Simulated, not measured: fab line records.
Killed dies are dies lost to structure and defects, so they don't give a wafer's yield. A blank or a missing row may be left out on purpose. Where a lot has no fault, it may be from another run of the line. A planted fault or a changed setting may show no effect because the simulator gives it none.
Struck lot and sound lot, side by side ; flow sky130 ; 18 steps out of a route of 708
Sound: the wafers L991.1, L991.2, L991.3. Struck: wafer L983.1. (L983.3, L983.4 of the same lot were not struck and are left out.) The cause comes at the end.
Per side, at each step with rows, come the tool, then ch with its chambers, and then its first start. Under that, the readings that differ: sound wafers ; struck wafers ; difference of the means ; sigmas: that difference in standard deviations of wafers without a fault.
alike: readings whose means differ by less than 2 such deviations, and words and numbers that are the same on both sides. not compared: withheld readings, readings that some wafer has no value for, bounds like >300 that may hide the same value, and numbers for which the record gives no deviation and whose values overlap.
The two part at a step that has a row with sigmas, a row that says differs or no value, or rows on one side only. Numbers that have no deviation but don't overlap get no sigmas and don't part them. Lack of a reading on every wafer of one side parts them only where that side has two or more wafers.

first, 3 steps without rows for these wafers: SKY_POLY_CUT_EXPOSE_05 (exposes mask NPCM, target cd 270 nm); SKY_POLY_CUT_PEB_06; SKY_POLY_CUT_DEVELOP_07 (develop time 60 s).
SKY_POLY_CUT_CD_MEAS_08: target cd 270 nm.
  sound: cd sem-02 at day 31 14:37; struck: cd sem-01 at day 29 05:50
  alike: cd nm
SKY_POLY_CUT_OVL_MEAS_09:
  sound: overlay-01 at day 31 14:44; struck: overlay-02 at day 29 05:57
reading;sound;struck;difference;sigmas
POLY_CUT_OVL (nm);3 -12 0;11;+14;+2
SKY_POLY_CUT_ETCH_10: etches BARC in N2/H2, stops on SiO2, time 45.9 s, target depth 60 nm.
  sound on rie diel-01 ch 0,1,2, day 31 14:46; struck on rie diel-03 ch 1, day 29 05:59
reading;sound;struck;difference;sigmas
rf hours counter h (h);18 22 19;7;-13;
  alike: bias w, drypump motor current A, h2 flow sccm, oes product au, throttle valve pct
SKY_POLY_CUT_ETCH_11: etches Si3N4 in CF4/CH2F2/Ar, stops on poly-Si, time 42.5 s, target depth 60 nm.
  sound on rie diel-01 ch 0,1,2, day 31 14:49; struck on rie diel-03 ch 1, day 29 06:02
reading;sound;struck;difference;sigmas
bias w (W);150.4 149.6 149.6;151.0;+1.1;+3
rf hours counter h (h);18 22 19;7;-13;
  alike: drypump motor current A, oes product au, throttle valve pct
SKY_POLY_CUT_STRIP_12: strips in O2/N2.
  sound on plasma asher-01 ch 0,1, day 31 14:51; struck on plasma asher-04 ch 1, day 29 06:04
  alike: drypump motor current A, oes product au, strip time to endpoint s
  not compared: rf hours counter h
then, 4 steps without rows for these wafers: SKY_SD_P_DEHYDRATE_00 (time 60 s); SKY_SD_P_HMDS_01 (prime time 60 s); SKY_SD_P_COAT_02 (resist thk 1140 nm); SKY_SD_P_SOFTBAKE_03 (time 60 s).
SKY_SD_P_EXPOSE_04: exposes mask PSDM, target cd 380 nm.
  sound on iline stepper-01 ch 0, day 32 05:02; struck on iline stepper-02 ch 0, day 29 20:53
  alike: mask
then, 2 steps without rows for these wafers: SKY_SD_P_PEB_05; SKY_SD_P_DEVELOP_06 (develop time 60 s).
SKY_SD_P_CD_MEAS_07: target cd 380 nm.
  sound: cd sem-02 at day 32 18:20; struck: cd sem-01 at day 30 11:09
reading;sound;struck;difference;sigmas
cd nm (nm);377.2 379.7 379.4;369.6;-9.2;-4
  not compared: hold
SKY_SD_P_OVL_MEAS_08:
  sound: overlay-02 at day 32 18:27; struck: overlay-02 at day 30 12:58
reading;sound;struck;difference;sigmas
hold;- - -;await dispo/1.7h/release;no value on the sound wafers;
  alike: SD_P_OVL
-- here the record skips 19 days between the struck wafers' starts before and after, leaving off in module SD_P and picking up in module PAD_OPEN (first step shown: number 708 of the route) --
SKY_PAD_OPEN_PROBE_99:
  rows exist in the record for the struck wafers here (prober-02, day 49 07:22), but not for the sound ones

== WHERE THEY PART ==
First at SKY_POLY_CUT_OVL_MEAS_09; last, within this record, at SKY_PAD_OPEN_PROBE_99.

WHY: whatever the simulator had introduced
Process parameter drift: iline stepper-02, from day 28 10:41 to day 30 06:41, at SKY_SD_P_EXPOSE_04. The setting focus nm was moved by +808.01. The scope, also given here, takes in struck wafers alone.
